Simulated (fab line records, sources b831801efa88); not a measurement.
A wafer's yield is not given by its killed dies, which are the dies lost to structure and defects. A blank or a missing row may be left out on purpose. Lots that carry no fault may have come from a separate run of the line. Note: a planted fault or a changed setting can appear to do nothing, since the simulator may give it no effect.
Problem report, 8D (eight disciplines) form, completed by code || flow gf180mcu || the parts of the form that need people (team, actions taken, sign-off) are left out

## 1. THE PROBLEM
heater_power_total_W at GF_V4_SOFTBAKE_10 reads a mean of 91.77 W on 6 wafers of 2 lots; wafers without a fault read 93.04 W with a standard deviation of 0.064. That is -20 standard deviations from the usual mean.
The step: time 60 s.
Earliest sighting: wafer L943.1 on litho_track-01 at day 29 21:00. At this step, 39 wafers from 13 lots have a number in the record. Rule for "out", or "out of limits": more than 4 standard deviations from the usual mean. The other wafers with a number count as sound.

## 2. WHAT THIS IS AND IS NOT
{"question": "which readings at this step", "is": "heater_power_total_W, plate_temp_C", "is not": "-"}
{"question": "which lots", "is": "L943, L945", "is not": "L926, L927, L930, L931, L932, L933, L934, L936, L946, L947, L949"}
{"question": "which wafers of those lots", "is": "all that have a number", "is not": "-"}
{"question": "read on which tools", "is": "litho_track-01", "is not": "litho_track-02, litho_track-03"}
{"question": "when", "is": "from day 29 21:00", "is not": "up to then (24 sound wafers); but 9 sound wafers of L946, L947, L949 came after"}

## 3. THE SUSPECTS, EACH WITH WHAT RULES IT OUT
Counting: a tool at any process step up to the reading remains a suspect when it ran all the lots that are out and ran no sound lot after the first of those.
- cmp-01 at GF_V4_CMP_04 (polishes SiO2): ruled out as a lasting fault. The sound lots L946, L947, L949 went through it after L943, its earliest lot that is out (day 29 11:26).
- litho_track-01 at GF_V4_SOFTBAKE_10 (time 60 s): kept. It processed each lot that is out, first L943 at day 29 21:00, and no sound lot thereafter; up to then, the last sound lot it processed was L936 at day 27 17:00. Out on those wafers are its own readings of heater_power_total_W, plate_temp_C.
The count leaves litho_track-01 at GF_V4_SOFTBAKE_10.

## 4. THE CAUSE (what the simulator had put in)
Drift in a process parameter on litho_track-01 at GF_V4_SOFTBAKE_10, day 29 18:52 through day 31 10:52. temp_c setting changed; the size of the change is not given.
This tool alone remained once counting was done.

## 5. SEQUENCE OF EFFECTS, ordered by route
Rows list readings where the struck wafers' mean (over those with a number) sits beyond 3 standard deviations from the usual. Only readings for which the record gives a usual standard deviation are gone through. hours: the time from each lot's start at the first step in this table that gives one to its start at this step, as a median over the lots. sigmas: the change in usual standard deviations.
{"hours": 0, "step": "GF_V4_SOFTBAKE_10", "reading": "heater_power_total_W", "usual": "93.04 W", "on struck wafers": 91.77, "change": -1.27, "sigmas": -20}
{"hours": 0, "step": "GF_V4_SOFTBAKE_10", "reading": "plate_temp_C", "usual": "129.98 C", "on struck wafers": 128.61, "change": -1.37, "sigmas": -9.8}
{"hours": 10, "step": "GF_V4_CD_MEAS_14", "reading": "cd_nm", "usual": "260.1 nm", "on struck wafers": 256.7, "change": -3.4, "sigmas": -3.1}
Its process steps:
- GF_V4_SOFTBAKE_10: time 60 s.

## 6. HOW IT WOULD HAVE BEEN CAUGHT EARLIER
In this record no reading fell out of limits until day 29 21:00, 2 hours after the fault had begun at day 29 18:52.
